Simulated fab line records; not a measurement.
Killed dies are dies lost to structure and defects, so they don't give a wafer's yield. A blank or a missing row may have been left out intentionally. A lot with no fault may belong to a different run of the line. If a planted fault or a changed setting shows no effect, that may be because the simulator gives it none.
Problem report, 8D (eight disciplines) form, completed by code | flow sky130 | the parts of the form that need people (team, actions taken, sign-off) are left out

## 1. WHAT IS WRONG
Wafers free of any fault read 187.3 (standard deviation 1.8) for VT_ADJUST_LVTN_2_TW at SKY_VT_ADJUST_LVTN_TW_MEAS_21, against a mean of 209.3 on 6 wafers of 2 lots. That puts it +12 standard deviations away from the usual mean.
The first sign was on wafer L963.3 at day 10 20:17, on film_metro-01. Wafers with a number at this step in the record: 36, from 12 lots. The rule behind "out" and "out of limits": a value lying over 4 standard deviations away from the usual mean. The rest of the wafers with a number are treated as sound.

## 2. WHAT IT IS, AND WHAT IT ISN'T
question                    | is                     | is not
which readings at this step | VT_ADJUST_LVTN_2_TW    | -
which lots                  | L962, L963             | L953, L954, L956, L957, L958, L961, L964, L974, L975, L976
which wafers of those lots  | all that have a number | -
read on which gauges        | film_metro-01          | -
when                        | from day 10 20:17      | up to then (18 sound wafers); but 12 sound wafers of L964, L974, L975, L976 came after

## 3. WHAT RULES OUT EACH SUSPECT
Counting: a tool at a process step up to the reading stays a suspect if it ran every lot that is out and no sound lot after the first of them.
- the gauge at SKY_VT_ADJUST_LVTN_TW_MEAS_21 is ruled out. All the wafers that are out were read on film_metro-01, but those of them that SKY_VT_ADJUST_LVTN_IMPLANT_19 has rows for are out there too, on other tools.
- implanter-02 at SKY_VT_ADJUST_LVTN_IMPLANT_19: ruled out as a lasting fault. Sound lots L975 ran on it after its first lot that is out, L963 (day 10 20:04).
Left after counting: nothing in the record.

## 4. THE CAUSE (what the simulator had put in)
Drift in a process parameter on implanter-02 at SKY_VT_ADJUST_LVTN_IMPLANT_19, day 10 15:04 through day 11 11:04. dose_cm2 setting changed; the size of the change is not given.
Counting ruled it out, wrongly: the rule takes a fault to strike every lot that its tool runs from its start on, and this one did not.

## 5. THE CHAIN OF EFFECTS, in route order
Rows list readings where the struck wafers' mean (over those with a number) sits beyond 3 standard deviations from the usual. Only readings whose record carries a usual standard deviation are examined. hours: median over the lots of the time between each lot's start at the first step of this table that gives one and its start at this step. sigmas: the change, counted in usual standard deviations.
hours | step                          | reading             | usual   | on struck wafers | change   | sigmas
0     | SKY_VT_ADJUST_LVTN_IMPLANT_19 | dose_ions_cm2       | 6.5e+11 | 9.5e+11          | +3.0e+11 | +99 or more
0     | SKY_VT_ADJUST_LVTN_IMPLANT_19 | faraday_current_uA  | 3.65    | 5.36             | +1.71    | +23
0     | SKY_VT_ADJUST_LVTN_TW_MEAS_21 | VT_ADJUST_LVTN_2_TW | 187.3   | 209.3            | +22.0    | +12
Here are the process steps it includes:
- SKY_VT_ADJUST_LVTN_IMPLANT_19
Later steps that measure or inspect, where all struck wafers having a row at the step show a number for every such reading and not one has moved that far: SKY_LOCAL_INTERCONNECT_OVL_MEAS_12.

## 6. HOW IT WOULD HAVE BEEN CAUGHT EARLIER
5 hours passed between the start of the fault at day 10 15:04 and the first reading out of limits at a measuring or inspecting step in this record, taken at day 10 20:17.
Tool's own readings at SKY_VT_ADJUST_LVTN_IMPLANT_19, dose_ions_cm2, faraday_current_uA: out on all struck wafers the step has rows for; an alarm limit on them would have tripped on the first.
